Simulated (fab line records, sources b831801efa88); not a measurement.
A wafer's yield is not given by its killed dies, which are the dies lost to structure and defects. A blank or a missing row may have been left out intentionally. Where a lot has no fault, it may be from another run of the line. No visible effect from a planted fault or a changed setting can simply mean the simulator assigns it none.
fab line records -- flow sky130
record: lots: 15, wafers: 45, lastDay: 50
route steps=708 shown CAP2M@617 METAL4@629
lots with no fault: from the same line, run without faults
startH: hours from the record's opening day to when the first of the lot's shown wafers began -- waitH: time in hours since the lot's previous step -- " as in the row above -- L1.1+2: several wafers, shown together as one row -- - value missing, or start not given -- * or withheld: withheld -- < > ~ a bound
route shown NAME@n: a module of which the file shows steps, and the number in the route of the first -- usual: the fault-free wafers' mean and standard deviation -- same: alike in all rows -- chamber/n: place in a boat -- sites: readings site by site -- _std_site: their standard deviation -- _edge_site: mean of outer sites minus mean of inner sites -- radiusMm: for every site, how far away it sits from the centre of the wafer -- mask NAME#n: copy n -- behind: the tool/chamber that last shaped the wafer -- hold: what put the lot on hold/how long, in hours/how the hold closed -- device: names the non-switching transistor (n, p or np) -- end of line: at the end of the route, the tests of the same wafers -- a step with no rows: only its recipe -- killed: not the wafer's yield, but the dies lost to structure and defects at the first sort -- map: per-die view of a wafer (x killed, . not killed, _ where there is no die)
set.NAME: the setting that was run; set.NAME@STEP: the one run at that earlier step -- model.NAME: the simulator's own value behind a step, which no gauge read
route steps across a sampled set of lots; one table per step, one row per wafer
services: from which hour (startH, from the record's first day; less than 0 if before it) a tool's chamber was out of use, for how many hours, and why
== steps ==
step: SKY_CAP2M_STRIP_14
recipe: chemistry: O2/N2, powerW: 1400, pressureMtorr: 1500, platenTempC: withheld, o2FlowSccm: 3000, n2FlowSccm: 300, overashFraction: 0.5
usual: drypumpMotorCurrentA: 5.5/0.4, oesProductAu: 0.710/0.0042, stripTimeToEndpointS: 12.67/0.048
lot.wafer,tool,chamber,startH,waitH,drypumpMotorCurrentA,oesProductAu,rfHoursCounterH,stripTimeToEndpointS
L172.1,plasmaAsher-04,0,970.13,0.1,5.8,0.708,83,12.78
L172.2,plasmaAsher-04,1,970.13,0.1,5.3,0.717,83,12.77
L172.4,plasmaAsher-04,0,970.13,0.1,5.8,0.711,-,12.78
L175.2,plasmaAsher-02,0,982.63,0.1,6.2,0.705,55,12.66
L175.4,plasmaAsher-02,1,982.63,0.1,5.4,0.715,-,12.65
L175.5,plasmaAsher-02,1,982.63,0.1,5.4,0.710,-,12.64
L174.1,plasmaAsher-04,1,995.22,0.1,5.3,0.709,85,12.60
L174.3,plasmaAsher-04,0,995.22,0.1,5.8,0.709,-,12.61
L174.4,plasmaAsher-04,1,995.22,0.1,5.3,0.702,-,12.66
L176.2,plasmaAsher-03,0,1006.22,0.1,4.9,0.720,115,12.65
L176.4,plasmaAsher-03,0,1006.22,0.1,5.0,0.708,-,12.65
L176.5,plasmaAsher-03,1,1006.22,0.1,5.9,0.707,-,12.64
L178.1,plasmaAsher-03,1,1021.68,0.1,5.9,0.707,117,12.69
L178.4,plasmaAsher-03,1,1021.68,0.1,5.9,0.709,-,12.71
L178.5,plasmaAsher-03,0,1021.68,0.1,4.9,0.713,-,12.76
L179.3,plasmaAsher-04,1,1026.94,0.1,5.3,0.706,-,12.67
L179.4,plasmaAsher-04,0,1026.94,0.1,5.8,0.704,-,12.66
L179.6,plasmaAsher-04,1,1026.94,0.1,5.3,0.706,-,12.67
L180.3,plasmaAsher-02,0,1037.46,0.1,6.2,0.715,-,12.64
L180.4,plasmaAsher-02,1,1037.46,0.1,5.5,0.709,-,12.64
L180.6,plasmaAsher-02,1,1037.46,0.1,5.5,0.710,-,12.62
L181.1,plasmaAsher-04,1,1040.83,0.1,5.3,0.716,89,12.66
L181.5,plasmaAsher-04,0,1040.83,0.1,5.8,0.712,-,12.70
L181.6,plasmaAsher-04,1,1040.83,0.1,5.3,0.709,-,12.69
L182.1,plasmaAsher-03,1,1042.81,0.1,5.8,0.710,118,12.74
L182.2,plasmaAsher-03,0,1042.81,0.1,4.9,0.713,118,12.70
L182.6,plasmaAsher-03,1,1042.81,0.1,5.9,0.703,-,12.68
L183.1,plasmaAsher-04,0,1049.08,0.1,5.8,0.707,91,12.72
L183.2,plasmaAsher-04,1,1049.08,0.1,5.3,0.711,91,12.68
L183.6,plasmaAsher-04,0,1049.08,0.1,5.8,0.705,-,12.69
L187.1,plasmaAsher-02,1,1069.93,0.1,5.4,0.706,64,12.74
L187.2,plasmaAsher-02,0,1069.93,0.1,6.3,0.713,64,12.70
L187.4,plasmaAsher-02,1,1069.93,0.1,5.4,0.716,-,12.74
L188.1,plasmaAsher-04,0,1073.47,0.1,5.8,0.702,93,12.68
L188.2,plasmaAsher-04,1,1073.47,0.1,5.3,0.715,93,12.62
L188.5,plasmaAsher-04,1,1073.47,0.1,5.3,0.711,-,12.67
L190.3,plasmaAsher-04,0,1079.31,0.1,5.8,0.709,-,12.63
L190.5,plasmaAsher-04,1,1079.31,0.1,5.3,0.699,-,12.58
L190.6,plasmaAsher-04,0,1079.31,0.1,5.8,0.715,-,12.67
L192.1,plasmaAsher-03,0,1091.73,0.1,5.0,0.714,4,12.63
L192.3,plasmaAsher-03,1,1091.73,0.1,5.8,0.711,-,12.62
L192.5,plasmaAsher-03,1,1091.73,0.1,5.9,0.713,-,12.61
L193.2,plasmaAsher-03,1,1108.87,0.1,5.8,0.712,5,12.56
L193.3,plasmaAsher-03,1,1108.87,0.1,5.9,0.711,-,12.56
L193.5,plasmaAsher-03,1,1108.87,0.1,5.8,0.702,-,12.53
step: SKY_METAL4_CD_MEAS_13
recipe: targetCdNm: 300
usual: cdNm: 300.3/1.3
lot.wafer,tool,chamber,startH,waitH,cdNm
L172.1,cdSem-02,-,994.44,-,297.9
L172.2,cdSem-02,-,994.44,-,300.4
L172.4,cdSem-02,-,994.44,-,299.6
L175.2,cdSem-02,-,1005.51,-,298.5
L175.4,cdSem-02,-,1005.51,-,299.4
L175.5,cdSem-02,-,1005.51,-,298.6
L174.1,cdSem-01,-,1019.24,-,299.7
L174.3,cdSem-01,-,1019.24,-,301.5
L174.4,cdSem-01,-,1019.24,-,299.6
L176.2,cdSem-01,-,1029.62,-,301.9
L176.4,cdSem-01,-,1029.62,-,300.5
L176.5,cdSem-01,-,1029.62,-,300.6
L178.1,cdSem-01,-,1044.47,-,301.1
L178.4,cdSem-01,-,1044.47,-,300.4
L178.5,cdSem-01,-,1044.47,-,301.2
L179.3,cdSem-02,-,1049.44,-,300.4
L179.4,cdSem-02,-,1049.44,-,300.3
L179.6,cdSem-02,-,1049.44,-,301.7
L180.3,cdSem-01,-,1059.68,-,298.5
L180.4,cdSem-01,-,1059.68,-,298.6
L180.6,cdSem-01,-,1059.68,-,299.5
L181.1,cdSem-01,-,1063.37,-,299.7
L181.5,cdSem-01,-,1063.37,-,298.7
L181.6,cdSem-01,-,1063.37,-,300.1
L182.1,cdSem-01,-,1064.59,-,301.8
L182.2,cdSem-01,-,1064.59,-,299.6
L182.6,cdSem-01,-,1064.59,-,302.2
L183.1,cdSem-01,-,1071.45,-,302.0
L183.2,cdSem-01,-,1071.45,-,301.8
L183.6,cdSem-01,-,1071.45,-,303.3
L187.1,cdSem-02,-,1091.92,-,299.9
L187.2,cdSem-02,-,1091.92,-,300.6
L187.4,cdSem-02,-,1091.92,-,299.4
L188.1,cdSem-02,-,1094.44,-,301.1
L188.2,cdSem-02,-,1094.44,-,301.8
L188.5,cdSem-02,-,1094.44,-,301.7
L190.3,cdSem-02,-,1099.14,-,298.8
L190.5,cdSem-02,-,1099.14,-,299.8
L190.6,cdSem-02,-,1099.14,-,298.6
L192.1,cdSem-01,-,1112.19,-,299.6
L192.3,cdSem-01,-,1112.19,-,300.7
L192.5,cdSem-01,-,1112.19,-,298.3
L193.2,cdSem-01,-,1128.61,-,301.8
L193.3,cdSem-01,-,1128.61,-,303.6
L193.5,cdSem-01,-,1128.61,-,301.2
step: SKY_METAL4_ETCH_16
recipe: chemistry: N2/H2, target: BARC, ionEnergyEv: 200, biasW: 100, pressureMtorr: 30, n2FlowSccm: 100, h2FlowSccm: 200, icpW: 500, stopOn: SiO2, timeS: 88.2, targetDepthA: 600
usual: biasW: 100.00/0.29, drypumpMotorCurrentA: 5.8/0.31, oesProductAu: 0.626/0.0049, throttleValvePct: 13.205/0.0087
same: timeS: 88.2
lot.wafer,tool,chamber,startH,waitH,biasW,drypumpMotorCurrentA,oesProductAu,rfHoursCounterH,throttleValvePct
L172.1,rieMetal-01,0,994.62,0.0,100.67,5.8,0.630,4,13.209
L172.2,rieMetal-01,1,994.62,0.0,99.95,5.3,0.621,0,13.182
L172.4,rieMetal-01,1,994.62,0.0,100.26,5.3,0.628,-,13.211
L175.2,rieMetal-01,0,1005.67,0.0,99.73,5.8,0.627,4,13.192
L175.4,rieMetal-01,0,1005.67,0.0,99.83,5.8,0.626,-,13.198
L175.5,rieMetal-01,0,1005.67,0.0,100.10,5.8,0.622,-,13.204
L174.1,rieMetal-02,0,1019.42,0.0,99.68,6.0,0.618,11,13.217
L174.3,rieMetal-02,1,1019.42,0.0,99.68,6.1,0.626,-,13.211
L174.4,rieMetal-02,0,1019.42,0.0,100.04,6.0,0.637,-,13.196
L176.2,rieMetal-01,1,1029.79,0.0,100.61,5.3,0.625,2,13.209
L176.4,rieMetal-01,0,1029.79,0.0,100.25,5.8,0.626,-,13.210
L176.5,rieMetal-01,1,1029.79,0.0,100.05,5.3,0.622,-,13.200
L178.1,rieMetal-02,0,1044.65,0.0,100.08,6.0,0.624,13,13.190
L178.4,rieMetal-02,1,1044.65,0.0,99.89,6.1,0.628,-,13.209
L178.5,rieMetal-02,1,1044.65,0.0,99.77,6.1,0.629,-,13.211
L179.3,rieMetal-03,1,1049.69,0.1,100.03,6.0,0.617,-,13.199
L179.4,rieMetal-03,1,1049.69,0.1,100.16,6.0,0.630,-,13.212
L179.6,rieMetal-03,1,1049.69,0.1,100.04,6.0,0.628,-,13.197
L180.3,rieMetal-01,0,1059.86,0.0,100.09,5.8,0.627,-,13.195
L180.4,rieMetal-01,1,1059.86,0.0,100.05,5.3,0.627,-,13.200
L180.6,rieMetal-01,0,1059.86,0.0,99.30,5.8,0.623,-,13.226
L181.1,rieMetal-01,0,1063.55,0.0,99.26,5.8,0.631,8,13.202
L181.5,rieMetal-01,1,1063.55,0.0,100.24,5.3,0.634,-,13.192
L181.6,rieMetal-01,0,1063.55,0.0,99.80,5.8,0.629,-,13.204
L182.1,rieMetal-01,1,1064.77,0.0,100.08,5.3,0.625,4,13.207
L182.2,rieMetal-01,0,1064.77,0.0,100.17,5.8,0.626,8,13.214
L182.6,rieMetal-01,0,1064.77,0.0,99.74,5.8,0.632,-,13.215
L183.1,rieMetal-01,1,1071.64,0.0,100.06,5.3,0.621,5,13.198
L183.2,rieMetal-01,0,1071.64,0.0,100.17,5.8,0.638,8,13.215
L183.6,rieMetal-01,0,1071.64,0.0,100.65,5.8,0.622,-,13.193
L187.1,rieMetal-02,1,1092.10,0.0,99.75,6.1,0.627,11,13.213
L187.2,rieMetal-02,0,1092.10,0.0,99.96,6.1,0.618,17,13.214
L187.4,rieMetal-02,0,1092.10,0.0,99.84,6.0,0.626,-,13.206
L188.1,rieMetal-01,1,1094.63,0.0,100.12,5.3,0.621,7,13.193
L188.2,rieMetal-01,0,1094.63,0.0,99.75,5.8,0.627,10,13.212
L188.5,rieMetal-01,0,1094.63,0.0,100.13,5.8,0.623,-,13.195
L190.3,rieMetal-02,1,1099.32,0.0,99.96,6.1,0.623,-,13.210
L190.5,rieMetal-02,0,1099.32,0.0,99.96,6.0,0.632,-,13.219
L190.6,rieMetal-02,1,1099.32,0.0,100.40,6.1,0.621,-,13.212
L192.1,rieMetal-03,0,1112.38,0.0,99.96,5.9,0.632,12,13.202
L192.3,rieMetal-03,1,1112.38,0.0,100.01,6.0,0.625,-,13.202
L192.5,rieMetal-03,0,1112.38,0.0,99.96,5.8,0.628,-,13.204
L193.2,rieMetal-01,1,1128.78,0.0,99.75,5.3,0.635,9,13.200
L193.3,rieMetal-01,1,1128.78,0.0,100.04,5.3,0.613,-,13.205
L193.5,rieMetal-01,0,1128.78,0.0,100.24,5.8,0.637,-,13.207
step: SKY_METAL4_METAL_ETCH_18
recipe: targetDepthA: 8450, stopOn: SiO2, overEtchFrac: 0.3, timeS: 183.1, chemistry: Cl2/BCl3, resistSidewallDeg: 88, pressureMtorr: 10, icpW: 900, biasW: 48.5, Cl2_flow_sccm: 60, bcl3FlowSccm: 30
usual: bcl3FlowSccm: 30.01/0.082, biasW: 48.52/0.14, drypumpMotorCurrentA: 5.85/0.26, mfcCl2Sccm: 60.03/0.18, oesProductAu: 0.864/0.0065, throttleValvePct: 22.263/0.0087
same: timeS: 183.1
lot.wafer,tool,chamber,startH,waitH,bcl3FlowSccm,biasW,drypumpMotorCurrentA,mfcCl2Sccm,oesProductAu,rfHoursCounterH,throttleValvePct
L172.1,rieMetal-03,0,994.74,0.0,30.01,48.46,5.88,59.86,0.855,4,22.273
L172.2,rieMetal-03,1,994.74,0.0,30.01,48.34,5.96,60.08,0.868,17,22.248
L172.4,rieMetal-03,0,994.74,0.0,30.00,48.51,5.86,59.96,0.875,-,22.268
L175.2,rieMetal-02,0,1005.79,0.0,29.97,48.63,6.02,60.15,0.874,11,22.264
L175.4,rieMetal-02,0,1005.79,0.0,29.98,48.69,6.04,60.05,0.875,-,22.254
L175.5,rieMetal-02,1,1005.79,0.0,30.07,48.80,6.16,59.77,0.876,-,22.257
L174.1,rieMetal-03,0,1019.54,0.0,29.99,48.70,5.88,60.09,0.864,5,22.258
L174.3,rieMetal-03,0,1019.54,0.0,29.93,48.52,5.88,59.87,0.864,-,22.259
L174.4,rieMetal-03,0,1019.54,0.0,30.08,48.59,5.87,59.87,0.878,-,22.268
L176.2,rieMetal-03,0,1029.97,0.1,29.94,48.49,5.89,60.33,0.872,-,22.281
L176.4,rieMetal-03,0,1029.97,0.1,30.04,48.57,5.86,59.92,0.856,-,22.266
L176.5,rieMetal-03,0,1029.97,0.1,29.95,48.45,5.84,60.26,0.869,-,22.258
L178.1,rieMetal-01,0,1044.77,0.0,30.04,48.49,5.78,59.92,0.869,7,22.252
L178.4,rieMetal-01,1,1044.77,0.0,29.97,48.69,5.28,59.68,0.859,-,22.278
L178.5,rieMetal-01,0,1044.77,0.0,30.01,48.51,5.78,59.95,0.863,-,22.258
L179.3,rieMetal-01,0,1049.90,0.1,30.12,48.57,5.83,60.32,0.857,-,22.256
L179.4,rieMetal-01,1,1049.90,0.1,29.90,48.54,5.30,60.14,0.861,-,22.260
L179.6,rieMetal-01,0,1049.90,0.1,30.12,48.75,5.83,60.06,0.852,-,22.260
L180.3,rieMetal-03,1,1060.02,0.1,29.96,48.50,5.95,60.10,0.862,-,22.259
L180.4,rieMetal-03,0,1060.02,0.1,30.00,48.42,5.85,60.08,0.865,-,22.263
L180.6,rieMetal-03,1,1060.02,0.1,30.03,48.81,5.97,59.84,0.865,-,22.262
L181.1,rieMetal-03,1,1063.67,0.0,29.92,48.28,5.94,59.83,0.867,20,22.281
L181.5,rieMetal-03,1,1063.67,0.0,29.97,48.62,5.96,59.85,0.866,-,22.263
L181.6,rieMetal-03,0,1063.67,0.0,30.12,48.52,5.84,60.02,0.867,-,22.262
L182.1,rieMetal-03,1,1064.89,0.0,30.02,48.64,5.95,60.01,0.864,20,22.259
L182.2,rieMetal-03,0,1064.89,0.0,29.91,48.48,5.87,59.83,0.822,9,22.246
L182.6,rieMetal-03,0,1064.89,0.0,29.92,48.35,5.87,60.13,0.816,-,22.266
L183.1,rieMetal-03,0,1071.76,0.0,30.09,48.41,5.86,59.87,0.864,9,22.281
L183.2,rieMetal-03,1,1071.76,0.0,30.10,48.43,5.96,60.41,0.803,21,22.246
L183.6,rieMetal-03,0,1071.76,0.0,30.11,48.41,5.84,60.06,0.822,-,22.264
L187.1,rieMetal-02,0,1092.22,0.0,29.88,48.45,6.03,59.93,0.859,17,22.259
L187.2,rieMetal-02,1,1092.22,0.0,30.02,48.70,6.12,59.89,0.855,11,22.273
L187.4,rieMetal-02,1,1092.22,0.0,30.03,48.48,6.11,59.83,0.852,-,22.274
L188.1,rieMetal-03,0,1094.74,0.0,30.06,48.60,5.85,60.08,0.865,11,22.255
L188.2,rieMetal-03,1,1094.74,0.0,29.99,48.55,5.97,60.01,0.807,22,22.268
L188.5,rieMetal-03,1,1094.74,0.0,30.12,48.59,5.97,59.97,0.856,-,22.271
L190.3,rieMetal-01,1,1099.47,0.1,29.95,48.57,5.31,59.97,0.864,-,22.256
L190.5,rieMetal-01,0,1099.47,0.1,30.11,48.45,5.79,60.02,0.864,-,22.254
L190.6,rieMetal-01,1,1099.47,0.1,30.03,48.83,5.29,60.09,0.867,-,22.272
L192.1,rieMetal-01,0,1112.49,0.0,29.94,48.56,5.80,60.07,0.872,12,22.266
L192.3,rieMetal-01,0,1112.49,0.0,30.07,48.52,5.80,60.14,0.860,-,22.265
L192.5,rieMetal-01,0,1112.49,0.0,30.06,48.53,5.81,59.94,0.883,-,22.258
L193.2,rieMetal-02,0,1128.89,0.0,30.01,48.49,6.01,59.99,0.872,20,22.270
L193.3,rieMetal-02,1,1128.89,0.0,29.96,48.39,6.16,60.33,0.867,-,22.262
L193.5,rieMetal-02,0,1128.89,0.0,30.05,48.43,6.00,60.22,0.863,-,22.268
step: SKY_METAL4_STRIP_19
recipe: chemistry: O2/N2, powerW: 1400, pressureMtorr: 1500, platenTempC: withheld, o2FlowSccm: 3000, n2FlowSccm: 300, overashFraction: 0.5
usual: drypumpMotorCurrentA: 5.8/0.41, oesProductAu: 0.503/0.0058, stripTimeToEndpointS: 6.54/0.1
lot.wafer,tool,chamber,startH,waitH,drypumpMotorCurrentA,oesProductAu,rfHoursCounterH,stripTimeToEndpointS
L172.1,plasmaAsher-03,0,994.92,0.1,5.0,0.504,114,6.60
L172.2,plasmaAsher-03,1,994.92,0.1,5.8,0.501,114,6.69
L172.4,plasmaAsher-03,0,994.92,0.1,4.9,0.503,-,6.58
L175.2,plasmaAsher-01,0,1005.97,0.1,5.7,0.493,26,6.32
L175.4,plasmaAsher-01,1,1005.97,0.1,6.1,0.490,-,6.30
L175.5,plasmaAsher-01,1,1005.97,0.1,6.1,0.503,-,6.53
L174.1,plasmaAsher-02,0,1019.90,0.3,6.2,0.500,58,6.44
L174.3,plasmaAsher-02,0,1019.90,0.3,6.2,0.508,-,6.47
L174.4,plasmaAsher-02,1,1019.90,0.3,5.5,0.501,-,6.39
L176.2,plasmaAsher-01,1,1030.26,0.2,6.1,0.506,28,6.49
L176.4,plasmaAsher-01,1,1030.26,0.2,6.1,0.503,-,6.53
L176.5,plasmaAsher-01,0,1030.26,0.2,5.7,0.508,-,6.60
L178.1,plasmaAsher-01,0,1044.95,0.1,5.7,0.497,30,6.58
L178.4,plasmaAsher-01,0,1044.95,0.1,5.7,0.496,-,6.54
L178.5,plasmaAsher-01,1,1044.95,0.1,6.2,0.511,-,6.61
L179.3,plasmaAsher-02,0,1050.05,0.1,6.2,0.509,-,6.61
L179.4,plasmaAsher-02,1,1050.05,0.1,5.5,0.505,-,6.58
L179.6,plasmaAsher-02,1,1050.05,0.1,5.4,0.510,-,6.61
L180.3,plasmaAsher-01,1,1060.21,0.1,6.2,0.512,-,6.63
L180.4,plasmaAsher-01,0,1060.21,0.1,5.7,0.502,-,6.49
L180.6,plasmaAsher-01,0,1060.21,0.1,5.7,0.505,-,6.66
L181.1,plasmaAsher-01,0,1063.91,0.2,5.7,0.495,31,6.65
L181.5,plasmaAsher-01,1,1063.91,0.2,6.1,0.509,-,6.68
L181.6,plasmaAsher-01,0,1063.91,0.2,5.7,0.498,-,6.47
L182.1,plasmaAsher-01,0,1065.07,0.1,5.7,0.508,32,6.57
L182.2,plasmaAsher-01,1,1065.07,0.1,6.1,0.564,32,8.01
L182.6,plasmaAsher-01,1,1065.07,0.1,6.1,0.566,-,8.06
L183.1,plasmaAsher-02,0,1071.93,0.1,6.2,0.503,64,6.48
L183.2,plasmaAsher-02,1,1071.93,0.1,5.4,0.563,64,8.22
L183.6,plasmaAsher-02,1,1071.93,0.1,5.4,0.571,-,8.12
L187.1,plasmaAsher-03,0,1092.40,0.1,5.0,0.487,4,6.34
L187.2,plasmaAsher-03,1,1092.40,0.1,5.8,0.499,4,6.47
L187.4,plasmaAsher-03,1,1092.40,0.1,5.8,0.503,-,6.43
L188.1,plasmaAsher-01,1,1094.92,0.1,6.2,0.506,35,6.58
L188.2,plasmaAsher-01,0,1094.92,0.1,5.7,0.567,35,8.32
L188.5,plasmaAsher-01,0,1094.92,0.1,5.7,0.511,-,6.73
L190.3,plasmaAsher-01,1,1099.62,0.1,6.2,0.497,-,6.53
L190.5,plasmaAsher-01,1,1099.62,0.1,6.2,0.510,-,6.64
L190.6,plasmaAsher-01,0,1099.62,0.1,5.7,0.504,-,6.52
L192.1,plasmaAsher-02,1,1112.67,0.1,5.4,0.503,66,6.61
L192.3,plasmaAsher-02,1,1112.67,0.1,5.4,0.508,-,6.64
L192.5,plasmaAsher-02,0,1112.67,0.1,6.2,0.497,-,6.63
L193.2,plasmaAsher-03,0,1129.07,0.1,5.0,0.499,7,6.50
L193.3,plasmaAsher-03,1,1129.07,0.1,5.8,0.506,-,6.51
L193.5,plasmaAsher-03,0,1129.07,0.1,5.0,0.498,-,6.47
== services ==
tool,chamber,startH,hours,kind
rieMetal-01,1,971.73,-,clean
rieMetal-01,1,971.73,15.6,scheduledDown
rieMetal-01,1,971.73,15.6,ventCycle
plasmaAsher-01,-,1009.62,2.8,pm
rieMetal-03,1,1011.18,27.6,repair
plasmaAsher-03,-,1029.53,2.1,repair
rieMetal-03,0,1031.79,19.2,repair
plasmaAsher-03,-,1055.25,9.0,pm
plasmaAsher-03,0,1055.25,9.0,ventCycle
plasmaAsher-03,1,1055.25,9.0,ventCycle
plasmaAsher-03,0,1064.25,-,clean
plasmaAsher-03,1,1064.25,-,clean
plasmaAsher-01,-,1069.00,4.1,repair
plasmaAsher-02,-,1074.96,18.7,repair
rieMetal-02,-,1079.93,2.8,pm
rieMetal-03,-,1091.13,2.8,pm
plasmaAsher-02,-,1106.93,0.6,repair
plasmaAsher-02,-,1128.69,4.8,repair
== key ==
firstSign: step: SKY_METAL4_METAL_ETCH_18, reading: oesProductAu, direction: down, sigmas: 7.7, usual: 0.864, struck: 0.814
effect: step: SKY_METAL4_STRIP_19, reading: stripTimeToEndpointS, direction: up, sigmas: 16, usual: *, struck: *
metAt SKY_METAL4_METAL_ETCH_18
struckLots L182,L183,L188
struckWafers L182.2,L182.6,L183.2,L183.6,L188.2
laterRowsLeftOut L182.2,L182.6,L183.2,L183.6,L188.2
sortLeftOut L182.2,L182.6,L183.2,L183.6,L188.2
notActingAt SKY_CAP2M_STRIP_14,SKY_METAL4_CD_MEAS_13,SKY_METAL4_ETCH_16
onsetBetween 1063.67 1064.89
fault: kind: processParameterDrift, tool: rieMetal-03, chamber: -, onsetH: 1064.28, steps: SKY_METAL4_METAL_ETCH_18, channel: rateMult, offset: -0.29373, shape: step, endH: 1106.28, scope: struckWafersOnly
sortLeftOut: the simulated sort isn't trusted on such a fault, so these wafers' sort isn't shown, and their yield isn't known
laterRowsLeftOut: the simulator's readings of these wafers behind a module that went badly wrong aren't trusted and aren't shown, but for the sort
